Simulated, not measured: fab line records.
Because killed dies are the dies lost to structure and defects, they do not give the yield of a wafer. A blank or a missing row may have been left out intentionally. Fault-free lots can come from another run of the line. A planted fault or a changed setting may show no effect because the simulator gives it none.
Code-filled problem report in 8D (eight disciplines) form    flow gf180mcu    the parts of the form that need people (team, actions taken, sign-off) are left out

1. WHAT WENT WRONG
Wafers without a fault read 0.4000 Pa, standard deviation 0.00085; chamber_pressure_pa at GF_TOP_METAL_SPUTTER_04 reads a mean of 0.4498 Pa on 6 wafers belonging to 2 lots. Relative to the usual mean, that is a shift of +59 standard deviations.
The step: material TiN, target thk 25 nm, time 20.8 s.
First seen on wafer L767.1, day 31 01:40, on pvd_sputter-02. Wafers with a number at this step in the record: 39, from 13 lots. Rule for "out", or "out of limits": more than 4 standard deviations from the usual mean. The rest of the wafers with a number are treated as sound.

2. WHAT THIS IS AND IS NOT
question                     is                      is not
which readings at this step  chamber_pressure_pa     -
which lots                   L767, L770              L755, L756, L758, L759, L760, L761, L763, L768, L769, L776, L778
which wafers of those lots   all that have a number  -
read on which tools          pvd_sputter-02          pvd_sputter-01, pvd_sputter-03
when                         from day 31 01:40       up to then (21 sound wafers); but 12 sound wafers of L768, L769, L776, L778 came after

3. WHAT RULES OUT EACH SUSPECT
Counting: a tool at a process step up to the reading stays a suspect if it ran every lot that is out and no sound lot after the first of them.
- pvd_sputter-02 at GF_TOP_METAL_SPUTTER_04 (material TiN, target thk 25 nm, time 20.8 s): kept. It processed each lot that is out, first L767 at day 31 01:40, and no sound lot thereafter; up to then, the last sound lot it processed was L756 at day 27 18:11. Out on those wafers are its own readings of chamber_pressure_pa.
Left after counting: pvd_sputter-02 at GF_TOP_METAL_SPUTTER_04.

4. THE CAUSE (what the simulator had put in)
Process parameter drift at GF_TOP_METAL_SPUTTER_04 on pvd_sputter-02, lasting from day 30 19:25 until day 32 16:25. A move of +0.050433 in setting chamber_pressure_pa, from 0.4. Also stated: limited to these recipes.
This tool alone remained once counting was done.

5. THE CHAIN OF EFFECTS, in route order
Each row: a reading where the mean over the struck wafers with a number is more than 3 standard deviations away from the usual. Only readings whose record carries a usual standard deviation are examined. hours: median over the lots of the time between each lot's start at the first step of this table that gives one and its start at this step. sigmas: the change, counted in usual standard deviations.
hours  step                     reading              usual      on struck wafers  change   sigmas
0      GF_TOP_METAL_SPUTTER_04  chamber_pressure_pa  0.4000 Pa  0.4498            +0.0498  +59
Here are the process steps it includes:
- GF_TOP_METAL_SPUTTER_04: material TiN, target thk 25 nm, time 20.8 s.

6. WHAT WOULD HAVE CAUGHT IT SOONER
The fault began at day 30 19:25; the first out-of-limits reading in this record came at day 31 01:40, 6 hours later.
